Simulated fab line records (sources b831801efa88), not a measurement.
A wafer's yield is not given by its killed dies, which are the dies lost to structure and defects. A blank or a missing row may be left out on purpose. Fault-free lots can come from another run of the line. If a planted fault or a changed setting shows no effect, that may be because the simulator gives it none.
Split-lot study + flow sky130 + 23 wafers read across 5 lots, on a route 708 steps long

THE SPLIT ITSELF
At SKY_SD_N_STRIP_11 (strips in O2/N2), the setting power-w was moved away from the recipe's 1400 W on 9 of the 23 wafers read, by -11.9% to +9.5%. For the rest of the wafers, this setting stayed at what the recipe calls for.

The reading comes from the split's own step.

THE READING
oes-product-au, in a.u., at SKY_SD_N_STRIP_11 (strips in O2/N2). Typical for fault-free wafers on this fab line: 0.527 a.u., with standard deviation 0.0044 a.u.

| wafer  | tool, chamber at the split | power-w as run, W | against the recipe | oes-product-au, a.u. | against lot-mates on the recipe |
|--------|----------------------------|-------------------|--------------------|----------------------|---------------------------------|
| L074.2 | plasma-asher-04, 0         | 1400              | recipe             | 0.531                | -                               |
| L074.3 | plasma-asher-04, 1         | 1305              | -6.8%              | 0.508                | -0.018                          |
| L074.4 | plasma-asher-04, 0         | 1305              | -6.8%              | 0.512                | -0.014                          |
| L074.5 | plasma-asher-04, 0         | 1400              | recipe             | 0.522                | -                               |
| L074.6 | plasma-asher-04, 1         | 1305              | -6.8%              | 0.513                | -0.013                          |
| L078.1 | plasma-asher-04, 0         | 1400              | recipe             | 0.536                | -                               |
| L078.3 | plasma-asher-04, 0         | 1400              | recipe             | 0.529                | -                               |
| L078.4 | plasma-asher-04, 1         | 1400              | recipe             | 0.526                | -                               |
| L080.1 | plasma-asher-04, 0         | 1233              | -11.9%             | 0.496                | -0.033                          |
| L080.3 | plasma-asher-04, 1         | 1233              | -11.9%             | 0.496                | -0.033                          |
| L080.4 | plasma-asher-04, 0         | 1400              | recipe             | 0.527                | -                               |
| L080.5 | plasma-asher-04, 1         | 1400              | recipe             | 0.526                | -                               |
| L080.6 | plasma-asher-04, 0         | 1400              | recipe             | 0.533                | -                               |
| L083.1 | plasma-asher-03, 0         | 1533              | +9.5%              | 0.557                | +0.032                          |
| L083.2 | plasma-asher-03, 1         | 1400              | recipe             | 0.523                | -                               |
| L083.3 | plasma-asher-03, 1         | 1400              | recipe             | 0.532                | -                               |
| L083.4 | plasma-asher-03, 0         | 1400              | recipe             | 0.521                | -                               |
| L083.6 | plasma-asher-03, 1         | 1533              | +9.5%              | 0.549                | +0.024                          |
| L082.1 | plasma-asher-02, 1         | 1400              | recipe             | 0.521                | -                               |
| L082.2 | plasma-asher-02, 0         | 1400              | recipe             | 0.526                | -                               |
| L082.3 | plasma-asher-02, 1         | 1519              | +8.5%              | 0.551                | +0.030                          |
| L082.4 | plasma-asher-02, 0         | 1519              | +8.5%              | 0.545                | +0.024                          |
| L082.6 | plasma-asher-02, 0         | 1400              | recipe             | 0.516                | -                               |

FIT RESULTS
A straight line over all 23 wafers: oes-product-au changes by +0.00256 a.u. for each +1% of power-w; r = +0.95; the points scatter about the line by 0.0048 a.u.
The same after taking each lot's own level away (the mean of its wafers on the recipe; 23 wafers): +0.00279 a.u. for each +1%; r = +0.97; scatter 0.0041 a.u.
On that fit, the largest move of power-w shifts the reading by 0.033 a.u.
The span of the lots' own levels, 0.5210 to 0.5303 a.u., comes to 2.1 times the standard deviation stated above.
Consequently the slope shifts little with the lot-to-lot level, the two slopes agreeing.
Check: -0.0323 a.u. against its lot-mates is what the line predicts for one of the wafers moved furthest among these (-11.9%) when that wafer is left out of the fit. It came out at -0.0327 a.u. against them.
Tool readings at the split's step, against how far the setting was moved: oes-product-au r = +0.95; strip-time-to-endpoint-s r = -0.98.

FURTHER SPLITS ON THESE WAFERS
Before the reading, these wafers also passed through other splits. Each is held against what the fit with the lots' levels taken away leaves over:
| other split on the same wafers | wafers away from the commonest value | r with oes-product-au (lot level and that fit taken away) |
|--------------------------------|--------------------------------------|-----------------------------------------------------------|
| SKY_SD_N_COAT_02 resist-thk-nm | 7                                    | +0.16                                                     |

THE WHOLE CHAIN: every reading that the file lists as answering this split, in the file's order
| step              | what it does    | reading                  | change (the file's fit)                   | r (the file's) |
|-------------------|-----------------|--------------------------|-------------------------------------------|----------------|
| SKY_SD_N_STRIP_11 | strips in O2/N2 | oes-product-au           | +0.00282 a.u. for each +1% of the setting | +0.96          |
| SKY_SD_N_STRIP_11 | strips in O2/N2 | strip-time-to-endpoint-s | withheld for each +1% of the setting      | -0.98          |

FILE'S OWN FIT
oes-product-au changes by +0.00282 a.u. for each +1% of power-w, r = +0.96.
